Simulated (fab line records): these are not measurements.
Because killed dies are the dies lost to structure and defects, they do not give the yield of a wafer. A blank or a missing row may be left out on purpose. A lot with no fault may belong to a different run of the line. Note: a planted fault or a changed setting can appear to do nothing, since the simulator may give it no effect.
The tool behind it: which one? || flow gf180mcu || 13 lots with 39 wafers sampled at 4 steps, on a route of 602 steps

## WHAT THE GAUGES READ, wafer by wafer
GF_CONTACT_RS_MEAS_25: uses a four-point probe to measure. Usual: CONTACT_W_RS gives 0.383 ohm/sq (standard deviation 0.0042).
{"lot": "L331", "measured": "day 16 08:12", "on": "filmMetro-01", "CONTACT_W_RS (ohm/sq)": "0.380 0.378 0.381", "flag": ""}
{"lot": "L334", "measured": "day 17 20:27", "on": "filmMetro-03", "CONTACT_W_RS (ohm/sq)": "0.377 0.382 0.384", "flag": ""}
{"lot": "L333", "measured": "day 18 01:30", "on": "filmMetro-04", "CONTACT_W_RS (ohm/sq)": "0.378 0.378 0.376", "flag": ""}
{"lot": "L336", "measured": "day 18 13:42", "on": "filmMetro-04", "CONTACT_W_RS (ohm/sq)": "0.384 0.390 0.387", "flag": ""}
{"lot": "L337", "measured": "day 19 03:50", "on": "filmMetro-03", "CONTACT_W_RS (ohm/sq)": "0.382 0.387 0.390", "flag": ""}
{"lot": "L338", "measured": "day 20 02:24", "on": "filmMetro-01", "CONTACT_W_RS (ohm/sq)": "0.377 0.384 0.379", "flag": ""}
{"lot": "L343", "measured": "day 21 05:13", "on": "filmMetro-03", "CONTACT_W_RS (ohm/sq)": "0.385 0.381 0.382", "flag": ""}
{"lot": "L344", "measured": "day 21 09:05", "on": "filmMetro-03", "CONTACT_W_RS (ohm/sq)": "0.381 0.382 0.379", "flag": ""}
{"lot": "L345", "measured": "day 21 18:07", "on": "filmMetro-01", "CONTACT_W_RS (ohm/sq)": "0.383 0.382 0.386", "flag": ""}
{"lot": "L346", "measured": "day 22 04:25", "on": "filmMetro-03", "CONTACT_W_RS (ohm/sq)": "0.388 0.385 0.387", "flag": ""}
{"lot": "L347", "measured": "day 22 14:17", "on": "filmMetro-01", "CONTACT_W_RS (ohm/sq)": "0.377 0.384 0.377", "flag": ""}
{"lot": "L353", "measured": "day 24 12:10", "on": "filmMetro-03", "CONTACT_W_RS (ohm/sq)": "0.378 0.387 0.377", "flag": ""}
{"lot": "L354", "measured": "day 24 18:24", "on": "filmMetro-04", "CONTACT_W_RS (ohm/sq)": "0.379 0.380 0.378", "flag": ""}

GF_M3_RS_MEAS_05: uses a four-point probe to measure. Usual: M3_ALCU_RS gives 0.0699 ohm/sq (standard deviation 0.0007).
{"lot": "L331", "measured": "day 20 14:46", "on": "filmMetro-03", "M3_ALCU_RS (ohm/sq)": "0.0710 0.0705 0.0702", "flag": ""}
{"lot": "L334", "measured": "day 22 05:06", "on": "filmMetro-02", "M3_ALCU_RS (ohm/sq)": "0.0701 0.0695 0.0698", "flag": ""}
{"lot": "L333", "measured": "day 22 09:49", "on": "filmMetro-02", "M3_ALCU_RS (ohm/sq)": "0.0707 0.0704 0.0707", "flag": ""}
{"lot": "L336", "measured": "day 22 20:39", "on": "filmMetro-02", "M3_ALCU_RS (ohm/sq)": "0.0701 0.0698 0.0693", "flag": ""}
{"lot": "L337", "measured": "day 23 11:41", "on": "filmMetro-02", "M3_ALCU_RS (ohm/sq)": "0.0704 0.0709 0.0709", "flag": ""}
{"lot": "L338", "measured": "day 24 08:47", "on": "filmMetro-04", "M3_ALCU_RS (ohm/sq)": "0.0710 0.0696 0.0698", "flag": ""}
{"lot": "L343", "measured": "day 25 08:34", "on": "filmMetro-03", "M3_ALCU_RS (ohm/sq)": "0.0688 0.0697 0.0698", "flag": ""}
{"lot": "L344", "measured": "day 25 12:37", "on": "filmMetro-03", "M3_ALCU_RS (ohm/sq)": "0.0709 0.0715 0.0718", "flag": ""}
{"lot": "L345", "measured": "day 25 18:51", "on": "filmMetro-04", "M3_ALCU_RS (ohm/sq)": "0.0697 0.0708 0.0706", "flag": ""}
{"lot": "L346", "measured": "day 26 05:28", "on": "filmMetro-02", "M3_ALCU_RS (ohm/sq)": "0.0700 0.0702 0.0708", "flag": ""}
{"lot": "L347", "measured": "day 26 14:49", "on": "filmMetro-03", "M3_ALCU_RS (ohm/sq)": "0.0703 0.0706 0.0702", "flag": ""}
{"lot": "L353", "measured": "day 28 09:24", "on": "filmMetro-02", "M3_ALCU_RS (ohm/sq)": "0.0702 0.0693 0.0696", "flag": ""}
{"lot": "L354", "measured": "day 28 14:01", "on": "filmMetro-04", "M3_ALCU_RS (ohm/sq)": "0.0697 0.0703 0.0699", "flag": ""}

## EACH LOT AND THE TOOL THAT RAN IT (in order: tool; ch and the chambers of the sampled wafers; start)
{"lot": "L331", "GF_PSD_STRIP_10": "plasmaAsher-03 ch 0,1, day 14 09:58", "GF_V2_ETCH_16": "rieDiel-01 ch 1,2,3, day 20 13:10"}
{"lot": "L334", "GF_PSD_STRIP_10": "plasmaAsher-03 ch 0,1, day 15 19:40", "GF_V2_ETCH_16": "rieDiel-03 ch 0,1,3, day 22 03:22"}
{"lot": "L333", "GF_PSD_STRIP_10": "plasmaAsher-04 ch 0,1, day 15 23:25", "GF_V2_ETCH_16": "rieDiel-01 ch 2,3, day 22 08:07"}
{"lot": "L336", "GF_PSD_STRIP_10": "plasmaAsher-03 ch 0,1, day 16 11:04", "GF_V2_ETCH_16": "rieDiel-01 ch 2,3, day 22 18:59"}
{"lot": "L337", "GF_PSD_STRIP_10": "plasmaAsher-03 ch 0,1, day 17 01:16", "GF_V2_ETCH_16": "rieDiel-01 ch 0,1,2, day 23 10:07"}
{"lot": "L338", "GF_PSD_STRIP_10": "plasmaAsher-03 ch 0,1, day 17 22:25", "GF_V2_ETCH_16": "rieDiel-02 ch 1,3, day 24 07:13"}
{"lot": "L343", "GF_PSD_STRIP_10": "plasmaAsher-03 ch 0,1, day 19 00:25", "GF_V2_ETCH_16": "rieDiel-01 ch 0,1,2, day 25 06:58"}
{"lot": "L344", "GF_PSD_STRIP_10": "plasmaAsher-04 ch 0,1, day 19 05:20", "GF_V2_ETCH_16": "rieDiel-01 ch 0,1,3, day 25 11:01"}
{"lot": "L345", "GF_PSD_STRIP_10": "plasmaAsher-01 ch 0,1, day 19 14:32", "GF_V2_ETCH_16": "rieDiel-03 ch 0,1,3, day 25 17:13"}
{"lot": "L346", "GF_PSD_STRIP_10": "plasmaAsher-04 ch 0,1, day 20 01:19", "GF_V2_ETCH_16": "rieDiel-03 ch 0,2,3, day 26 03:53"}
{"lot": "L347", "GF_PSD_STRIP_10": "plasmaAsher-03 ch 0,1, day 20 11:01", "GF_V2_ETCH_16": "rieDiel-02 ch 0,1,3, day 26 13:14"}
{"lot": "L353", "GF_PSD_STRIP_10": "plasmaAsher-01 ch 0,1, day 22 11:14", "GF_V2_ETCH_16": "rieDiel-01 ch 1,2,3, day 28 07:47"}
{"lot": "L354", "GF_PSD_STRIP_10": "plasmaAsher-03 ch 0, day 22 18:31", "GF_V2_ETCH_16": "rieDiel-03 ch 0,1,3, day 28 12:22"}
- GF_PSD_STRIP_10: strips in O2/N2.
- GF_V2_ETCH_16: etches BARC in N2/H2.

## WHAT THE TOOLS THEMSELVES READ (means of the sampled wafers that have a number; where no wafer has one, the mark that the record gives instead)
GF_PSD_STRIP_10. Usual: drypumpMotorCurrentA 5.5 A, standard deviation 0.45; heaterPowerW 354 W, standard deviation 41; oesProductAu 0.592 a.u., standard deviation 0.0044; stripTimeToEndpointS 16.53 s, standard deviation 0.042.
{"lot": "L331", "tool": "plasmaAsher-03", "drypumpMotorCurrentA (A)": 5.3, "heaterPowerW (W)": 333, "oesProductAu (a.u.)": 0.601, "stripTimeToEndpointS (s)": 16.52, "flag": ""}
{"lot": "L334", "tool": "plasmaAsher-03", "drypumpMotorCurrentA (A)": 5.6, "heaterPowerW (W)": 372, "oesProductAu (a.u.)": 0.590, "stripTimeToEndpointS (s)": 16.50, "flag": ""}
{"lot": "L333", "tool": "plasmaAsher-04", "drypumpMotorCurrentA (A)": 5.4, "heaterPowerW (W)": 383, "oesProductAu (a.u.)": 0.592, "stripTimeToEndpointS (s)": 16.54, "flag": ""}
{"lot": "L336", "tool": "plasmaAsher-03", "drypumpMotorCurrentA (A)": 5.6, "heaterPowerW (W)": 373, "oesProductAu (a.u.)": 0.594, "stripTimeToEndpointS (s)": 16.54, "flag": ""}
{"lot": "L337", "tool": "plasmaAsher-03", "drypumpMotorCurrentA (A)": 5.2, "heaterPowerW (W)": 331, "oesProductAu (a.u.)": 0.589, "stripTimeToEndpointS (s)": 16.56, "flag": ""}
{"lot": "L338", "tool": "plasmaAsher-03", "drypumpMotorCurrentA (A)": 5.6, "heaterPowerW (W)": 371, "oesProductAu (a.u.)": 0.592, "stripTimeToEndpointS (s)": 16.59, "flag": ""}
{"lot": "L343", "tool": "plasmaAsher-03", "drypumpMotorCurrentA (A)": 5.6, "heaterPowerW (W)": 376, "oesProductAu (a.u.)": 0.624, "stripTimeToEndpointS (s)": 16.56, "flag": "OFF"}
{"lot": "L344", "tool": "plasmaAsher-04", "drypumpMotorCurrentA (A)": 5.3, "heaterPowerW (W)": 363, "oesProductAu (a.u.)": 0.592, "stripTimeToEndpointS (s)": 16.55, "flag": ""}
{"lot": "L345", "tool": "plasmaAsher-01", "drypumpMotorCurrentA (A)": 5.8, "heaterPowerW (W)": 340, "oesProductAu (a.u.)": 0.587, "stripTimeToEndpointS (s)": 16.55, "flag": ""}
{"lot": "L346", "tool": "plasmaAsher-04", "drypumpMotorCurrentA (A)": 5.4, "heaterPowerW (W)": 378, "oesProductAu (a.u.)": 0.586, "stripTimeToEndpointS (s)": 16.53, "flag": ""}
{"lot": "L347", "tool": "plasmaAsher-03", "drypumpMotorCurrentA (A)": 5.6, "heaterPowerW (W)": 372, "oesProductAu (a.u.)": 0.628, "stripTimeToEndpointS (s)": 16.61, "flag": "OFF"}
{"lot": "L353", "tool": "plasmaAsher-01", "drypumpMotorCurrentA (A)": 5.8, "heaterPowerW (W)": 341, "oesProductAu (a.u.)": 0.592, "stripTimeToEndpointS (s)": 16.53, "flag": ""}
{"lot": "L354", "tool": "plasmaAsher-03", "drypumpMotorCurrentA (A)": 6.0, "heaterPowerW (W)": 407, "oesProductAu (a.u.)": 0.587, "stripTimeToEndpointS (s)": 16.48, "flag": ""}

GF_V2_ETCH_16. Usual: drypumpMotorCurrentA 5.9 A, standard deviation 0.46; oesProductAu 0.855 a.u., standard deviation 0.0045; throttleValvePct 13.226 %, standard deviation 0.0089.
{"lot": "L331", "tool": "rieDiel-01", "drypumpMotorCurrentA (A)": 6.2, "oesProductAu (a.u.)": 0.853, "throttleValvePct (%)": 13.224, "flag": ""}
{"lot": "L334", "tool": "rieDiel-03", "drypumpMotorCurrentA (A)": 6.2, "oesProductAu (a.u.)": 0.858, "throttleValvePct (%)": 13.225, "flag": ""}
{"lot": "L333", "tool": "rieDiel-01", "drypumpMotorCurrentA (A)": 6.2, "oesProductAu (a.u.)": 0.852, "throttleValvePct (%)": 13.227, "flag": ""}
{"lot": "L336", "tool": "rieDiel-01", "drypumpMotorCurrentA (A)": 6.3, "oesProductAu (a.u.)": 0.854, "throttleValvePct (%)": 13.228, "flag": ""}
{"lot": "L337", "tool": "rieDiel-01", "drypumpMotorCurrentA (A)": 6.0, "oesProductAu (a.u.)": 0.854, "throttleValvePct (%)": 13.228, "flag": ""}
{"lot": "L338", "tool": "rieDiel-02", "drypumpMotorCurrentA (A)": 5.3, "oesProductAu (a.u.)": 0.859, "throttleValvePct (%)": 13.226, "flag": ""}
{"lot": "L343", "tool": "rieDiel-01", "drypumpMotorCurrentA (A)": 6.0, "oesProductAu (a.u.)": 0.857, "throttleValvePct (%)": 13.227, "flag": ""}
{"lot": "L344", "tool": "rieDiel-01", "drypumpMotorCurrentA (A)": 6.0, "oesProductAu (a.u.)": 0.850, "throttleValvePct (%)": 13.229, "flag": ""}
{"lot": "L345", "tool": "rieDiel-03", "drypumpMotorCurrentA (A)": 6.1, "oesProductAu (a.u.)": 0.854, "throttleValvePct (%)": 13.221, "flag": ""}
{"lot": "L346", "tool": "rieDiel-03", "drypumpMotorCurrentA (A)": 6.0, "oesProductAu (a.u.)": 0.858, "throttleValvePct (%)": 13.234, "flag": ""}
{"lot": "L347", "tool": "rieDiel-02", "drypumpMotorCurrentA (A)": 5.6, "oesProductAu (a.u.)": 0.850, "throttleValvePct (%)": 13.225, "flag": ""}
{"lot": "L353", "tool": "rieDiel-01", "drypumpMotorCurrentA (A)": 6.3, "oesProductAu (a.u.)": 0.856, "throttleValvePct (%)": 13.227, "flag": ""}
{"lot": "L354", "tool": "rieDiel-03", "drypumpMotorCurrentA (A)": 6.1, "oesProductAu (a.u.)": 0.859, "throttleValvePct (%)": 13.226, "flag": ""}

## THE ANSWER, worked out from the rows above alone
Rule: take the mean of a lot's wafers that have a number; if it is more than 3 standard deviations from the usual mean, the lot is off. Also off: a lot with no number at a reading for which 4 or more lots have one. The other lots that the step has rows for count as sound. Order of review: gauges by route order, followed by the tools' own readings, for which a lot's mean as printed above is used. At the first step where some lot is off, the reading lying furthest off is the one used; lots without a number count as furthest.
Off: L343, L347 (GF_PSD_STRIP_10, oesProductAu).
If a tool, at that step or one of the process steps before it, ran each lot that is off and ran no sound lot following the first of them, it fits. Of those tried, none fits.

## WHAT HAD BEEN PUT IN BY THE SIMULATOR
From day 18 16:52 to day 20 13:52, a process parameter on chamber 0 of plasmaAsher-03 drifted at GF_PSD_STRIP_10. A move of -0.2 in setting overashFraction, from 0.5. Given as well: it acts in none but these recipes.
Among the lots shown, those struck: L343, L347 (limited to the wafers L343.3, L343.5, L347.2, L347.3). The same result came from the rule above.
